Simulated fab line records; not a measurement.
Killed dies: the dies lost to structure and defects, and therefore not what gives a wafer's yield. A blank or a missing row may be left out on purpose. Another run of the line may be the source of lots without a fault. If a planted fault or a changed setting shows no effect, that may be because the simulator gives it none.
Comparing a struck lot with a sound one + flow sky130 + 16 steps out of a route of 708
Sound: the wafers L670.1, L670.3, L670.5. Struck: wafer L679.2 (L679.3, L679.4, from the same lot, were not struck and are left out); the cause is given at the end.
At each step with rows: each side's tool, then ch and its chambers, then its first start. Under that, the readings that differ: sound wafers + struck wafers + difference of the means + sigmas: that difference in standard deviations of wafers without a fault.
alike: readings whose means differ by less than 2 such deviations, and words and numbers that are the same on both sides. not compared: withheld readings, readings that some wafer has no value for, bounds like >300 that may hide the same value, and numbers for which the record gives no deviation and whose values overlap.
Wherever a step has rows on one side only, a row that says differs or no value, or a row with sigmas, the two part there. Numbers that have no deviation but don't overlap get no sigmas and don't part them. A reading that every wafer of one side lacks parts them only if that side has two wafers or more.

first, 4 steps without rows for these wafers: SKY_LDD_N_IMPLANT_12; SKY_LDD_N_IMPLANT_13; SKY_LDD_N_IMPLANT_14; SKY_LDD_N_IMPLANT_15.
SKY_LDD_N_STRIP_16: strips in O2/N2.
  sound on plasma_asher-04 ch 0,1, day 20 02:07; struck on plasma_asher-04 ch 0, day 23 10:18
  alike: drypump_motor_current_A, oes_product_au, strip_time_to_endpoint_s
  not compared: rf_hours_counter_h
SKY_LDD_N_TW_MEAS_17:
  sound: film_metro-03 at day 20 02:13; struck: film_metro-02 at day 23 10:25
  alike: LDD_N_TW
then, 6 steps without rows for these wafers: SKY_LDD_P_DEHYDRATE_00 (time 60 s); SKY_LDD_P_HMDS_01 (prime time 60 s); SKY_LDD_P_COAT_02 (resist thk 1140 nm); SKY_LDD_P_SOFTBAKE_03 (time 60 s); SKY_LDD_P_EXPOSE_04 (exposes mask PSDM, target cd 380 nm); SKY_LDD_P_PEB_05.
SKY_LDD_P_DEVELOP_06: develop time 60 s.
  sound on litho_track-02 ch 0, day 21 09:16; struck on litho_track-03 ch 0, day 24 16:44
  alike: exhaust_pa
SKY_LDD_P_CD_MEAS_07: target cd 380 nm.
  sound: cd_sem-02 at day 21 09:25; struck: cd_sem-02 at day 24 16:53
| reading    | sound             | struck | difference | sigmas |
|------------|-------------------|--------|------------|--------|
| cd_nm (nm) | 380.5 381.4 382.0 | 306.6  | -74.7      | -32    |
SKY_LDD_P_OVL_MEAS_08:
  sound: overlay-02 at day 21 09:32; struck: overlay-02 at day 24 16:59
  alike: LDD_P_OVL
following that, these wafers have no rows for 1 step: SKY_PAD_OPEN_PROBE_99.

WHERE THEY PART
Only at SKY_LDD_P_CD_MEAS_07, within this record. Later steps at which nothing parts them and some readings are alike: SKY_LDD_P_OVL_MEAS_08.

WHY: the cause the simulator had injected
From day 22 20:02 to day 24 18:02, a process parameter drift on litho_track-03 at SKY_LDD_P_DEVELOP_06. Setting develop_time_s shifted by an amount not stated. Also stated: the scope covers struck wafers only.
